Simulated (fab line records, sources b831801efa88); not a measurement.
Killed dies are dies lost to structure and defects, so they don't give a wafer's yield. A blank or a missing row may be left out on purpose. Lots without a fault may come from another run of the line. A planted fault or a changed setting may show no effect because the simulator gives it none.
fab line records | flow sky130
record lots=12 wafers=36 last_day=50
route steps=708 shown FIELD_ISO@15 VT_ADJUST_HVTP@93 SONOS_ONO@183 LDD_P@265
lots that met no fault: from a run of the same line without faults
start_h: hours from the record's first day to the start of the lot's first wafer shown | wait_h: hours since the lot's step before | " the same as in the row above | L1.1+2: a row that stands for several wafers | - no value, or no start given | * or withheld: withheld | < > ~ a bound
route shown NAME@n: a module of which the file shows steps, and the number in the route of the first | usual: mean/standard deviation of fault-free wafers | same: alike in all rows | chamber/n: place in a boat | sites: the reading at each site | _std_site: their standard deviation | _edge_site: outer sites' mean less inner sites' | radius_mm: how far each site lies from the wafer's centre | mask NAME#n: copy n | behind: the tool/chamber that last shaped the wafer | hold: why the lot was held/for how many hours/how that ended | device: the transistor (n, p or np) that didn't switch | end of line: the same wafers' tests at the end of the route | a step without rows: its recipe alone | killed: dies lost to structure and defects at the first sort, not the wafer's yield | map: a wafer's dies, x killed, . not, _ none there
set.NAME: the setting as run; set.NAME@STEP: as run at that earlier step | model.NAME: the simulator's own value behind a step, which no gauge read
steps of the route over a sample of lots; a table a step, a row a wafer
services: from which hour (start_h, from the record's first day; less than 0 if before it) a tool's chamber was out of use, for how many hours, and why
## steps
# step SKY_FIELD_ISO_ETCH_14
# recipe chemistry=N2/H2 target=BARC ion_energy_ev=200 source_w=500 bias_w=100 pressure_mtorr=30 n2_flow_sccm=100 h2_flow_sccm=200 stop_on=SiO2 time_s=48.11 target_depth_a=600
# usual drypump_motor_current_A=5.6/0.45 oes_product_au=0.843/0.0047 throttle_valve_pct=13.224/0.0095
# columns lot.wafer tool chamber start_h wait_h drypump_motor_current_A oes_product_au rf_hours_counter_h throttle_valve_pct
L260.1 rie_diel-02 1 31.54 0.1 5.8 0.837 4 13.214
L260.3 " 2 " " 6.4 0.841 54 13.224
L260.5 " 3 " " 6.0 0.844 - 13.211
L261.1 rie_diel-01 2 34.39 0.1 4.9 0.847 3 13.224
L261.2 " 0 " " 5.4 0.844 157 13.221
L261.5 " 3 " " 5.7 0.845 - 13.243
L262.2 rie_diel-04 0 39.85 0.1 5.8 0.841 135 13.222
L262.4 " 2 " " 5.7 0.842 166 13.245
L262.6 " 3 " " 5.2 0.842 - 13.220
L265.1 rie_diel-02 2 56.49 0.1 6.4 0.855 54 13.221
L265.2 " 3 " " 6.0 0.839 117 13.222
L265.6 " 3 " " 6.0 0.838 - 13.222
L268.4 rie_diel-01 0 72.96 0.1 5.4 0.846 - 13.234
L268.5 " 1 " " 5.5 0.843 - 13.206
L268.6 " 0 " " 5.4 0.846 - 13.236
L270.3 rie_diel-02 0 80.19 0.1 5.0 0.848 65 13.220
L270.4 " 3 " " 6.0 0.844 117 13.228
L270.6 " 0 " " 5.0 0.838 - 13.224
L273.2 rie_diel-01 1 96.89 0.1 5.5 0.846 160 13.234
L273.4 " 3 " " 5.7 0.840 0 13.235
L273.6 " 3 " " 5.7 0.845 - 13.222
L275.1 rie_diel-02 2 106.39 0.1 6.4 0.858 55 13.213
L275.3 " 3 " " 6.0 0.837 117 13.232
L275.5 " 1 " " 5.8 0.847 - 13.209
L276.2 rie_diel-04 1 111.99 0.1 6.1 0.845 49 13.221
L276.5 " 0 " " 5.8 0.844 - 13.225
L276.6 " 3 " " 5.2 0.839 - 13.226
L277.3 rie_diel-02 2 118.29 0.1 6.5 0.836 55 13.240
L277.4 " 1 " " 5.8 0.851 5 13.227
L277.6 " 3 " " 6.0 0.841 - 13.207
L278.1 rie_diel-02 1 125.09 0.1 5.8 0.841 5 13.211
L278.2 " 3 " " 6.0 0.843 118 13.231
L278.4 " 0 " " 5.0 0.848 66 13.230
L282.2 rie_diel-02 3 142.04 0.1 6.0 0.841 118 13.237
L282.5 " 0 " " 5.0 0.845 - 13.220
L282.6 " 1 " " 5.8 0.852 - 13.220
# step SKY_VT_ADJUST_HVTP_OVL_MEAS_08
# usual VT_ADJUST_HVTP_OVL=-0.9/1.4
# columns lot.wafer tool chamber start_h wait_h VT_ADJUST_HVTP_OVL[nm]
L260.1 overlay-02 - 130.24 0.1 -1.8
L260.3 " - " " -1.1
L260.5 " - " " -0.2
L261.1 overlay-01 - 130.89 0.1 -0.8
L261.2 " - " " -0.4
L261.5 " - " " -1.7
L262.2 overlay-01 - 138.69 0.1 -2.0
L262.4 " - " " -1.4
L262.6 " - " " -1.9
L265.1 overlay-01 - 154.34 0.1 -1.1
L265.2 " - " " -1.2
L265.6 " - " " -1.3
L268.4 overlay-01 - 176.11 0.1 1.2
L268.5 " - " " 1.0
L268.6 " - " " -0.4
L270.3 overlay-01 - 183.50 0.1 0.2
L270.4 " - " " -0.9
L270.6 " - " " -0.6
L273.2 overlay-02 - 205.29 0.1 2.4
L273.4 " - " " -0.3
L273.6 " - " " -0.3
L275.1 overlay-02 - 214.11 0.1 -0.4
L275.3 " - " " 0.7
L275.5 " - " " 0.9
L276.2 overlay-01 - 221.94 0.1 -1.7
L276.5 " - " " -0.1
L276.6 " - " " -1.5
L277.3 overlay-01 - 229.50 0.1 0.3
L277.4 " - " " -1.5
L277.6 " - " " -0.8
L278.1 overlay-02 - 240.21 0.1 2.2
L278.2 " - " " 3.2
L278.4 " - " " 1.0
L282.2 overlay-01 - 262.20 0.1 -2.3
L282.5 " - " " -2.6
L282.6 " - " " -2.2
# step SKY_SONOS_ONO_ETCH_15
# recipe target_depth_nm=19.52 chemistry=CHF3/O2 source_w=600 bias_w=200 pressure_mtorr=40 chf3_flow_sccm=50 O2_flow_sccm=5 time_s=7.8
# usual drypump_motor_current_A=5.8/0.41 oes_product_au=0.996/0.0097 rf_fwd_power_W=589/3.5 throttle_valve_pct=8.824/0.0097
# columns lot.wafer tool chamber start_h wait_h drypump_motor_current_A oes_product_au rf_fwd_power_W rf_hours_counter_h throttle_valve_pct
L260.1 rie_diel-04 2 287.17 0.0 5.7 1.007 583 4 8.826
L260.3 " 0 " " 5.8 1.018 587 0 8.825
L260.5 " 2 " " 5.7 0.995 582 - 8.827
L261.1 rie_diel-02 2 288.37 0.0 6.4 0.992 594 58 8.806
L261.2 " 0 " " 5.0 1.002 586 69 8.817
L261.5 " 3 " " 6.0 0.992 583 - 8.811
L262.2 rie_diel-04 0 299.68 0.0 5.8 1.006 584 1 8.823
L262.4 " 3 " " 5.2 0.993 590 - 8.828
L262.6 " 1 " " 6.1 1.010 591 - 8.825
L265.1 rie_diel-02 1 319.48 0.0 5.8 0.991 590 8 8.829
L265.2 " 0 " " 5.0 0.989 585 69 8.820
L265.6 " 0 " " 5.0 0.993 583 - 8.826
L268.4 rie_diel-02 1 349.97 0.0 5.8 0.982 593 8 8.808
L268.5 " 2 " " 6.4 0.996 592 - 8.821
L268.6 " 1 " " 5.8 0.976 593 - 8.814
L270.3 rie_diel-03 0 357.72 0.0 6.0 1.013 579 99 8.841
L270.4 " 0 " " 6.0 1.004 582 - 8.809
L270.6 " 2 " " 5.2 1.013 591 - 8.821
L273.2 rie_diel-04 3 385.82 0.0 5.2 0.991 591 7 8.836
L273.4 " 0 " " 5.8 0.989 586 2 8.815
L273.6 " 2 " " 5.7 1.004 589 - 8.821
L275.1 rie_diel-04 2 397.17 0.0 5.7 0.966 491 6 8.817
L275.3 " 1 " " 6.2 0.943 494 56 8.818
L275.5 " 2 " " 5.8 0.966 489 - 8.802
L276.2 rie_diel-03 0 405.97 0.0 6.0 1.005 584 100 8.827
L276.5 " 1 " " 5.8 0.989 587 - 8.812
L276.6 " 2 " " 5.2 1.011 592 - 8.838
L277.3 rie_diel-04 2 416.52 0.0 5.7 0.964 489 6 8.842
L277.4 " 1 " " 6.1 0.951 494 56 8.815
L277.6 " 1 " " 6.1 0.959 492 - 8.804
L278.1 rie_diel-02 3 434.53 0.0 6.0 0.994 585 1 8.843
L278.2 " 2 " " 6.4 0.998 592 60 8.822
L278.4 " 1 " " 5.8 0.991 594 - 8.816
L282.2 rie_diel-02 3 459.97 0.0 6.0 0.997 588 2 8.805
L282.5 " 3 " " 6.0 0.992 589 - 8.843
L282.6 " 2 " " 6.4 0.995 595 - 8.813
# step SKY_LDD_P_STRIP_10
# recipe chemistry=O2/N2 power_w=1400 pressure_mtorr=1500 platen_temp_c=withheld o2_flow_sccm=3000 n2_flow_sccm=300 overash_fraction=0.5
# usual drypump_motor_current_A=6.1/0.6 oes_product_au=0.716/0.0044 strip_time_to_endpoint_s=14.17/0.048
# columns lot.wafer tool chamber start_h wait_h drypump_motor_current_A oes_product_au rf_hours_counter_h strip_time_to_endpoint_s
L260.1 plasma_asher-03 1 436.53 0.1 6.3 0.715 75 14.14
L260.3 " 1 " " 6.3 0.719 - 14.16
L260.5 " 0 " " 6.6 0.715 - 14.14
L261.1 plasma_asher-03 0 441.42 0.1 6.6 0.715 76 14.25
L261.2 " 1 " " 6.3 0.717 76 14.24
L261.5 " 0 " " 6.6 0.723 - 14.26
L262.2 plasma_asher-02 0 458.67 0.1 6.2 0.715 60 14.11
L262.4 " 0 " " 6.2 0.717 - 14.12
L262.6 " 1 " " 6.0 0.717 - 14.15
L265.1 plasma_asher-01 1 476.38 0.1 6.5 0.715 5 14.21
L265.2 " 0 " " 5.0 0.718 5 14.23
L265.6 " 0 " " 5.0 0.721 - 14.24
L268.4 plasma_asher-03 1 517.01 0.1 6.3 0.702 - 14.19
L268.5 " 1 " " 6.3 0.714 - 14.15
L268.6 " 0 " " 6.6 0.719 - 14.19
L270.3 plasma_asher-01 1 525.36 0.1 6.4 0.727 - 14.15
L270.4 " 0 " " 5.0 0.719 - 14.16
L270.6 " 0 " " 5.0 0.715 - 14.09
L273.2 plasma_asher-01 0 550.03 0.1 5.0 0.720 12 14.20
L273.4 " 0 " " 5.0 0.719 - 14.19
L273.6 " 0 " " 5.0 0.711 - 14.16
L275.1 plasma_asher-03 1 560.19 0.1 6.3 0.715 86 14.16
L275.3 " 0 " " 6.6 0.719 - 14.16
L275.5 " 0 " " 6.6 0.718 - 14.17
L276.2 plasma_asher-01 1 572.98 0.1 6.4 0.710 15 14.18
L276.5 " 0 " " 5.0 0.719 - 14.17
L276.6 " 1 " " 6.4 0.713 - 14.17
L277.3 plasma_asher-01 0 580.71 0.1 5.0 0.717 - 14.17
L277.4 " 1 " " 6.5 0.718 - 14.16
L277.6 " 1 " " 6.4 0.710 - 14.13
L278.1 plasma_asher-03 0 596.03 0.1 6.6 0.717 90 14.17
L278.2 " 1 " " 6.3 0.716 90 14.17
L278.4 " 1 " " 6.3 0.716 - 14.15
L282.2 plasma_asher-03 0 617.78 0.1 6.6 0.713 92 14.14
L282.5 " 0 " " 6.6 0.717 - 14.15
L282.6 " 1 " " 6.3 0.718 - 14.16
## services
# columns tool chamber start_h hours kind
rie_diel-04 3 10.34 1.7 repair
rie_diel-02 1 37.53 6.6 repair
rie_diel-02 0 69.93 7.4 repair
rie_diel-02 1 88.19 1.5 repair
rie_diel-04 0 169.06 2.5 repair
rie_diel-04 0 174.51 4.8 repair
rie_diel-02 - 181.61 0.2 repair
rie_diel-04 2 189.25 7.1 repair
rie_diel-02 2 193.83 2.4 repair
rie_diel-04 3 226.11 2.8 repair
rie_diel-04 - 275.92 2.8 pm
rie_diel-02 1 279.82 9.2 repair
rie_diel-04 2 295.86 9.4 repair
rie_diel-04 0 337.88 21.9 repair
rie_diel-04 2 363.67 9.8 repair
rie_diel-04 3 375.92 6.3 repair
rie_diel-02 - 381.02 14.6 pm
rie_diel-04 1 394.20 1.6 repair
rie_diel-02 0 432.41 4.1 repair
rie_diel-02 3 495.21 3.3 repair
rie_diel-02 0 549.60 5.7 repair
rie_diel-02 - 552.40 2.8 pm
rie_diel-02 1 559.71 4.5 repair
rie_diel-02 0 614.72 1.2 repair
## key
first_sign step=SKY_SONOS_ONO_ETCH_15 reading=rf_fwd_power_W direction=down sigmas=28 usual=589 struck=492
effect step=SKY_SONOS_ONO_ETCH_15 reading=oes_product_au direction=down sigmas=3.9 usual=0.996 struck=0.958
met_at SKY_SONOS_ONO_ETCH_15
struck_lots L275,L277
tester_left_out L275,L277
not_acting_at SKY_FIELD_ISO_ETCH_14,SKY_VT_ADJUST_HVTP_OVL_MEAS_08,SKY_LDD_P_STRIP_10
onset_between 385.82 397.17
fault kind=process_parameter_drift tool=rie_diel-04 chamber=- onset_h=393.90 steps=SKY_SONOS_ONO_ETCH_15 channel=source_w offset=-96 shape=step end_h=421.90 acts_in=these_recipes_only stated=600
# tester_left_out: of these lots the tester's yield and bins aren't shown, on N5 and GAA mostly nor the transistor test; their killed dies are dies lost to structure and defects alone, not to doping, threshold or leakage, so they don't give the yield
